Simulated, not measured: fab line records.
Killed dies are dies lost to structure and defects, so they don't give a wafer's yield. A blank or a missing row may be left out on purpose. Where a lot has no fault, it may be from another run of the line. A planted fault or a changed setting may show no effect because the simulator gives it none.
Which tool was responsible? | flow sky130 | 6 lots, 18 wafers sampled, at 2 steps of a route of 708

## WHAT EACH GAUGE READ, for each wafer
SKY_VT_ADJUST_PCH_TW_MEAS_10.
lot  | measured     | on            | VT_ADJUST_PCH_TW
L140 | day 11 01:10 | film-metro-01 | 139.7 139.0 139.9
L142 | day 12 00:24 | film-metro-03 | 143.5 143.2 144.5
L146 | day 12 23:15 | film-metro-01 | 141.8 141.2 141.2
L148 | day 13 12:49 | film-metro-01 | 140.8 141.2 140.5
L152 | day 14 23:46 | film-metro-01 | 102.2 102.6 101.9
L158 | day 16 18:38 | film-metro-04 | 104.4 104.5 104.0

## TOOL THAT RAN EACH LOT (tool first, then ch and the chambers of the sampled wafers, then the start)
lot  | SKY_VT_ADJUST_PCH_IMPLANT_08
L140 | implanter-03 ch 0, day 11 00:55
L142 | implanter-04 ch 0, day 12 00:10
L146 | implanter-03 ch 0, day 12 23:01
L148 | implanter-03 ch 0, day 13 12:34
L152 | implanter-04 ch 0, day 14 23:32
L158 | implanter-04 ch 0, day 16 18:26
- SKY_VT_ADJUST_PCH_IMPLANT_08

## THE ANSWER, worked out from the rows above alone
Rule: the lots themselves supply what counts as usual. Put in order of their means at a reading, lots are off if they are a third of the lots or fewer, leave a main group of 4 or more, and stand apart from it by a gap of 3 or more times the standard deviation of the main group's means; of several such gaps the widest counts. A main group is skipped when, at the precision printed for the reading in the tables above, its means are all equal. Also off: a lot with no number at a reading for which 4 or more lots have one. Any other lot the step has rows for is counted as sound.
Off: L152, L158, seen at SKY_VT_ADJUST_PCH_TW_MEAS_10 (VT_ADJUST_PCH_TW). The main group: mean 141.4, standard deviation 1.5.
A tool fits if, at a process step before that reading, it ran every lot that is off, and no sound lot after the first of them. Those tools and the gauges at SKY_VT_ADJUST_PCH_TW_MEAS_10 are tried in the same way. One fits: SKY_VT_ADJUST_PCH_IMPLANT_08 on implanter-04. A fault onset in the window from L142 (day 12 00:10, its last sound lot) to L152 (day 14 23:32, its first lot off) fits.

## WHAT THE SIMULATOR HAD INSERTED
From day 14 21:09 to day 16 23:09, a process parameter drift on implanter-04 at SKY_VT_ADJUST_PCH_IMPLANT_08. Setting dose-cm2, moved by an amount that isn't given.
Shown lots that were struck: L152, L158. This agrees with what the rule above found.
